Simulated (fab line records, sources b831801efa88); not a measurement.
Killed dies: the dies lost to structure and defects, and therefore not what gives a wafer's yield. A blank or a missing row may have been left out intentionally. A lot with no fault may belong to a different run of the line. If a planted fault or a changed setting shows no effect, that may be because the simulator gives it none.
Comparing a struck lot with a sound one + flow sky130 + 22 steps out of a route of 708
Sound: the wafers L429.1, L429.2, L429.6. The struck wafers were L435.1, L435.5, L435.6. At the end, the cause is stated.
Order at every step that has rows: each side's tool, ch and its chambers, its first start. Under that, the readings that differ: sound wafers + struck wafers + difference of the means + sigmas: that difference in standard deviations of wafers without a fault.
alike: same words and numbers on both sides, and readings whose means sit less than 2 such deviations apart. not compared: any withheld reading, any reading some wafer has no value for, any bound like >300 that may hide the same value, and any number with overlapping values for which the record gives no deviation.
Wherever a step has rows on one side only, a row that says differs or no value, or a row with sigmas, the two part there. Numbers that don't overlap but have no deviation are shown without sigmas and don't part them. Lack of a reading on every wafer of one side parts them only where that side has two or more wafers.

first, 1 step without rows for these wafers: SKY_CAPM_DEVELOP_11 (develop time 60 s).
SKY_CAPM_OVL_MEAS_12:
  sound on overlay-02 at day 39 03:18; struck on overlay-01 at day 40 22:21
  alike: CAPM_OVL
SKY_CAPM_METAL_ETCH_13: etches TiN in Cl2/BCl3, stops on SiO2, target depth 220 nm, time 62.9 s.
  sound on rie metal-03 ch 0,1, day 39 03:20; struck on rie metal-01 ch 0,1, day 40 22:23
  alike: bcl3 flow sccm, drypump motor current A, mfc cl2 sccm, oes product au, throttle valve pct
  not compared: rf hours counter h
SKY_CAPM_STRIP_14: strips in O2/N2.
  sound on plasma asher-02 ch 0,1, day 39 03:25; struck on plasma asher-04 ch 0,1, day 40 22:28
  alike: drypump motor current A, oes product au, strip time to endpoint s
  not compared: rf hours counter h
then, 8 steps without rows for these wafers: SKY_CAPM_STRIP_15 (strips in post etch residue remover, time 1200 s); SKY_CAPM_CLEAN_16 (cleans in IPA, time 180 s); SKY_CAPM_CLEAN_17 (cleans in O3/DIW); SKY_METAL3_DEHYDRATE_05 (time 60 s); SKY_METAL3_HMDS_06 (prime time 60 s); SKY_METAL3_COAT_07 (resist thk 60 nm); SKY_METAL3_COAT_08 (resist thk 1140 nm); SKY_METAL3_SOFTBAKE_09 (time 90 s).
SKY_METAL3_EXPOSE_10: exposes mask MM3, target cd 300 nm.
  sound on krf scanner-01 ch 0, day 39 16:47; struck on krf scanner-01 ch 0, day 41 11:45
| reading              | sound                | struck               | difference | sigmas      |
|----------------------|----------------------|----------------------|------------|-------------|
| exposure dose mJ cm2 | 27.975 27.954 27.958 | 18.882 18.908 18.886 | -9.070     | -99 or more |
  alike: mask, focus offset nm
then, 2 steps without rows for these wafers: SKY_METAL3_PEB_11; SKY_METAL3_DEVELOP_12 (develop time 60 s).
SKY_METAL3_CD_MEAS_13: the cd target is 300 nm.
  sound on cd sem-02 at day 40 05:17; struck on cd sem-02 at day 41 23:30
| reading    | sound             | struck            | difference | sigmas |
|------------|-------------------|-------------------|------------|--------|
| cd nm (nm) | 300.5 300.9 300.5 | 369.8 369.6 370.4 | +69.3      | +46    |
SKY_METAL3_OVL_MEAS_14:
  sound on overlay-02 at day 40 05:24; struck on overlay-02 at day 41 23:37
  alike: METAL3_OVL
SKY_METAL3_DESCUM_15: chemistry O2, time 8 s.
  sound on rie metal-04 ch 0,1, day 40 05:26; struck on rie metal-04 ch 0,1, day 41 23:40
| reading                 | sound           | struck            | difference | sigmas |
|-------------------------|-----------------|-------------------|------------|--------|
| model.METAL3.cd nm (nm) | 300.8 300.7 301 | 370.1 369.1 370.6 | +69.1      |        |
  alike: drypump motor current A, oes product au
  not compared: rf hours counter h
SKY_METAL3_ETCH_16: etches BARC in N2/H2, stops on SiO2, time 88.2 s, target depth 60 nm.
  sound on rie metal-04 ch 0,1, day 40 05:28; struck on rie metal-04 ch 0,1, day 41 23:41
  alike: drypump motor current A, h2 flow sccm, oes product au, throttle valve pct
  not compared: rf hours counter h
SKY_METAL3_ETCH_17: etches SiO2 in C4F8/O2/Ar, stops on TiN, time 3.9 s, target depth 15 nm.
  sound on rie diel-04 ch 0,3, day 40 05:34; struck on rie diel-03 ch 0,2,3, day 41 23:47
  alike: oes product au
SKY_METAL3_METAL_ETCH_18: etches the open film in Cl2/BCl3, stops on SiO2, target depth 845 nm, time 183.1 s.
  sound on rie metal-01 ch 0,1, day 40 05:35; struck on rie metal-02 ch 0,1, day 41 23:49
| reading                 | sound             | struck            | difference | sigmas |
|-------------------------|-------------------|-------------------|------------|--------|
| model.METAL3.cd nm (nm) | 297.6 303.7 300.5 | 369.2 368.1 368.5 | +68.0      |        |
  alike: bcl3 flow sccm, drypump motor current A, mfc cl2 sccm, oes product au, throttle valve pct
  not compared: rf hours counter h
SKY_METAL3_STRIP_19: strips in O2/N2.
  sound on plasma asher-01 ch 0,1, day 40 05:46; struck on plasma asher-03 ch 0,1, day 41 23:59
| reading                      | sound          | struck         | difference | sigmas |
|------------------------------|----------------|----------------|------------|--------|
| strip time to endpoint s (s) | 6.60 6.65 6.66 | 6.31 6.49 6.37 | -0.25      | -3     |
  alike: drypump motor current A, oes product au
  not compared: rf hours counter h

WHERE THEY PART
Earliest at SKY_METAL3_EXPOSE_10; latest, in this record, at SKY_METAL3_STRIP_19.

WHY: whatever the simulator had introduced
Drift in process parameters on krf scanner-01 at SKY_METAL3_EXPOSE_10, starting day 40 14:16. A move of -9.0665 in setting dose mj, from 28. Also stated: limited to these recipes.
